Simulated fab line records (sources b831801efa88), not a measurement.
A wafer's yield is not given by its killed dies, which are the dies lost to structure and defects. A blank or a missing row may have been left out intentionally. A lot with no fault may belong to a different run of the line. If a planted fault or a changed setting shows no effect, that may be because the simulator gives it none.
Chamber matching    flow sky130    SKY_POLY_CUT_ETCH_10 on rieDiel-03: 4 sister chambers
The step etches BARC in N2/H2, stops on SiO2, time 45.9 s, target depth 60 nm. 18 wafers are shown with their chamber, then 9 later ones without.

EACH WAFER AND ITS CHAMBER
wafer   chamber  drypumpMotorCurrentA (A)  h2FlowSccm (sccm)  biasW (W)
L314.4  2        5.0                       199.4              100.0
L314.5  1        5.3                       200.0              100.3
L314.6  0        5.8                       199.7              100.4
L315.3  3        5.9                       199.2              100.0
L315.4  2        5.0                       199.8              99.8
L315.6  2        5.0                       199.8              100.1
L316.1  1        5.3                       200.3              100.6
L316.2  0        5.8                       198.9              99.7
L316.3  3        5.8                       200.5              100.4
L319.3  3        5.8                       200.2              99.8
L319.4  2        5.0                       199.5              100.2
L319.5  2        5.0                       198.8              100.1
L320.1  2        5.0                       199.1              100.4
L320.2  3        5.8                       199.5              100.9
L320.6  0        5.8                       200.2              100.1
L321.1  3        5.8                       200.4              100.2
L321.3  1        5.3                       200.9              100.4
L321.6  2        5.0                       200.0              99.8

SIGNATURES (averages over the wafers above)
reading               chamber 0  chamber 1  chamber 2  chamber 3  scatter within a chamber
drypumpMotorCurrentA  5.800      5.300      5.000      5.820      0.0239
h2FlowSccm            199.600    200.400    199.486    199.960    0.514
biasW                 100.067    100.433    100.057    100.260    0.303
Rule: a wafer's distance from a chamber is the root of the sum, over the readings, of the square of ((its reading less the chamber's mean) divided by the reading's scatter). If the next closest chamber is less than 2 further off than the closest, the wafer can't be placed; otherwise it belongs to the closest. How the scatter is found: for the shown wafers, subtract from each reading the mean of its chamber, square and add these, divide the total by (wafers less chambers), then take the root.

WAFERS MISSING THEIR CHAMBER
wafer   drypumpMotorCurrentA (A)  h2FlowSccm (sccm)  biasW (W)
L322.2  5.8                       199.4              99.7
L322.3  5.0                       199.4              99.8
L322.6  5.8                       199.6              100.0
L334.1  5.8                       200.1              100.0
L334.4  5.3                       199.0              100.2
L334.5  5.8                       199.8              99.8
L335.3  5.0                       199.9              99.9
L335.4  5.8                       199.1              99.9
L335.5  5.8                       198.9              99.9

WHICH CHAMBER EACH WENT THROUGH
wafer   from the rows above      in truth
L322.2  can't be placed: 0 or 3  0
L322.3  2                        2
L322.6  can't be placed: 0 or 3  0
L334.1  can't be placed: 0 or 3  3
L334.4  1                        1
L334.5  can't be placed: 0 or 3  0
L335.3  2                        2
L335.4  can't be placed: 0 or 3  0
L335.5  can't be placed: 0 or 3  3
3 of 9 placed correctly. Unplaceable from these rows: 6, with the true chamber sitting among the candidates in 6. Placed wrongly: 0.
